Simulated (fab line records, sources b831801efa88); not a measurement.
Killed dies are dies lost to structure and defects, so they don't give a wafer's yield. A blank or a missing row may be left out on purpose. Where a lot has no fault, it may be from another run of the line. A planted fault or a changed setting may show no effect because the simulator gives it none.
8D (eight disciplines) problem report, filled in by code | flow sky130 | the parts of the form that need people (team, actions taken, sign-off) are left out

1. WHAT WENT WRONG
Mean of killedAtContacts at SKY_PAD_OPEN_PROBE_99: 432 across 6 wafers in 2 lots; on wafers with no fault it is 24 (standard deviation 5.2). Relative to the usual mean, that is a shift of +78 standard deviations.
Earliest sighting: wafer L985.1 on prober-01 at day 48 16:46. The record holds 12 wafers of 4 lots with a number at this step. Rule for "out", or "out of limits": more than 4 standard deviations from the usual mean. The rest of the wafers with a number are treated as sound.

2. WHAT IT IS; WHAT IT IS NOT
question                    | is                                        | is not
which readings at this step | killedAtContacts, killedDies, killedOnRim | killed_at_M0_to_M3, killedAtFrontEnd, killedAtOther, killedShort
which lots                  | L985, L986                                | L975, L997
which wafers of those lots  | all that have a number                    | -
read on which tools         | prober-01, prober-02                      | -
when                        | from day 48 16:46                         | up to then (3 sound wafers); but 3 sound wafers of L997 came after

3. WHAT RULES OUT EACH SUSPECT
Counting: a tool stays on the suspect list if, at a process step up to the reading, it processed all lots that are out and no sound lot following the first of them.
- pvdSputter-01 at SKY_LI_CONTACT_SPUTTER_19 (material Ti, target thk 20 nm, time 106.37 s): kept. It ran every lot that is out, first L985 (day 33 03:23), and no sound lot after that.
Remaining after the count: pvdSputter-01 at SKY_LI_CONTACT_SPUTTER_19.

4. THE CAUSE (what the simulator had put in)
Step skipped in full: pvdSputter-01, at SKY_LI_CONTACT_SPUTTER_19, from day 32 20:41 onward. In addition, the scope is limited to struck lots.
Counting left only this tool.

5. SEQUENCE OF EFFECTS, ordered by route
Each row: a reading whose mean over the struck wafers that have a number lies more than 3 standard deviations from the usual. Scope: only readings with a usual standard deviation given in the record; hours: median across lots of the time from each lot's start at the first step in this table that gives one to its start at this step; sigmas: change in usual standard deviations.
hours | step                  | reading          | usual | on struck wafers | change | sigmas
0     | SKY_PAD_OPEN_PROBE_99 | killedAtContacts | 24    | 432              | +408   | +78
0     | SKY_PAD_OPEN_PROBE_99 | killedDies       | 86    | 492              | +406   | +47
0     | SKY_PAD_OPEN_PROBE_99 | killedOnRim      | 17    | 96               | +79    | +21
Its process steps:
- SKY_PAD_OPEN_PROBE_99
Readings that are blank on the struck wafers while sound wafers have them: cathodeDcPowerW at SKY_LI_CONTACT_SPUTTER_19; chamberPressurePa at SKY_LI_CONTACT_SPUTTER_19; throttleValvePct at SKY_LI_CONTACT_SPUTTER_19.

6. WHAT WOULD HAVE CAUGHT IT SOONER
380 hours passed between the start of the fault at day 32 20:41 and the first reading out of limits in this record, taken at day 48 16:46.
At SKY_LI_CONTACT_SPUTTER_19 the tool's readings are blank on the struck wafers, where sound wafers have them: an empty tool record is the first sign, and it was there at once.
Lots out: 2; all had begun SKY_LI_CONTACT_SPUTTER_19 on pvdSputter-01 by day 48 16:46. Had the tool been put on hold then, not one of them would have been saved.
